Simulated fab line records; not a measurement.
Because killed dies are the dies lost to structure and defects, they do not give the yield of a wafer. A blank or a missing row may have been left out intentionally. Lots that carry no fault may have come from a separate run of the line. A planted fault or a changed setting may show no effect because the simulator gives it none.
Problem report, 8D (eight disciplines) form, completed by code    flow gf180mcu    the parts of the form that need people (team, actions taken, sign-off) are left out

1. WHAT IS WRONG
Across 5 wafers from 3 lots, PASSIVATION_CVD_02_THK at GF_PASSIVATION_THK_MEAS_03 averages 360 nm, while fault-free wafers read 702 nm with a standard deviation of 11. That puts it -31 standard deviations away from the usual mean.
The first sign was on wafer L435.2 at day 30 21:53, on film metro-03. Wafers with a number at this step in the record: 36, from 13 lots. The rule behind "out" and "out of limits": a value lying over 4 standard deviations away from the usual mean. The rest of the wafers with a number are treated as sound.

2. WHAT IT IS, WHAT IT ISN'T
question                     is                                      is not
which readings at this step  PASSIVATION_CVD_02_THK                  -
which lots                   L435, L436, L437                        L426, L427, L428, L439, L440, L444, L445, L446, L447, L448
which wafers of those lots   L435.2, L436.1, L436.2, L437.1, L437.2  L435.5
read on which gauges         film metro-02, film metro-03            film metro-04
when                         from day 30 21:53                       up to then (10 sound wafers); but 21 sound wafers of L439, L440, L444, L445, L446, L447, L448 came after

3. THE SUSPECTS, EACH WITH WHAT RULES IT OUT
Counting: if a tool at a process step up to the reading ran every lot that is out, it stays a suspect. Sound lots after the first of them don't rule it out here, since some wafers of a struck lot are sound.
- the gauge at GF_PASSIVATION_THK_MEAS_03: ruled out. 2 gauges (film metro-02, film metro-03) read the wafers that are out.
- pecvd-02 at GF_PASSIVATION_CVD_02 (deposits Si3N4, target thk 700 nm, time 486.18 s): kept. It ran every lot that is out, first L435 (day 30 21:35); its last sound lot up to then is L428 (day 28 21:21).
- Within pecvd-02 at GF_PASSIVATION_CVD_02: the wafers that are out ran in chambers 1, 2; their sound lot-mates ran in chamber 0.
The count leaves pecvd-02 at GF_PASSIVATION_CVD_02.

4. THE CAUSE (what the simulator had put in)
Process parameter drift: pecvd-02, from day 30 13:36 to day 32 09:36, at GF_PASSIVATION_CVD_02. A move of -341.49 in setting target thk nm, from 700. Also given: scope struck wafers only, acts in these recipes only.
Counting left only this tool.

5. THE CHAIN OF EFFECTS, in route order
Each row: a reading where the mean over the struck wafers with a number is more than 3 standard deviations away from the usual. Scope: only readings with a usual standard deviation given in the record; hours: median across lots of the time from each lot's start at the first step in this table that gives one to its start at this step; sigmas: change in usual standard deviations.
hours  step                        reading                 usual   on struck wafers  change  sigmas
0      GF_PASSIVATION_THK_MEAS_03  PASSIVATION_CVD_02_THK  702 nm  360               -342    -31

6. HOW IT WOULD HAVE BEEN CAUGHT EARLIER
8 hours passed between the start of the fault at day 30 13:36 and the first reading out of limits at a measuring or inspecting step in this record, taken at day 30 21:53.
An alarm limit of 4 standard deviations would not have fired on the tool readings at GF_PASSIVATION_CVD_02 for which the record gives a usual standard deviation, since none of them was out on any struck wafer.
Lots out: 3; of these, L436, L437 started GF_PASSIVATION_CVD_02 on pecvd-02 after day 30 21:53. A hold on the tool at that time would have spared those 2.
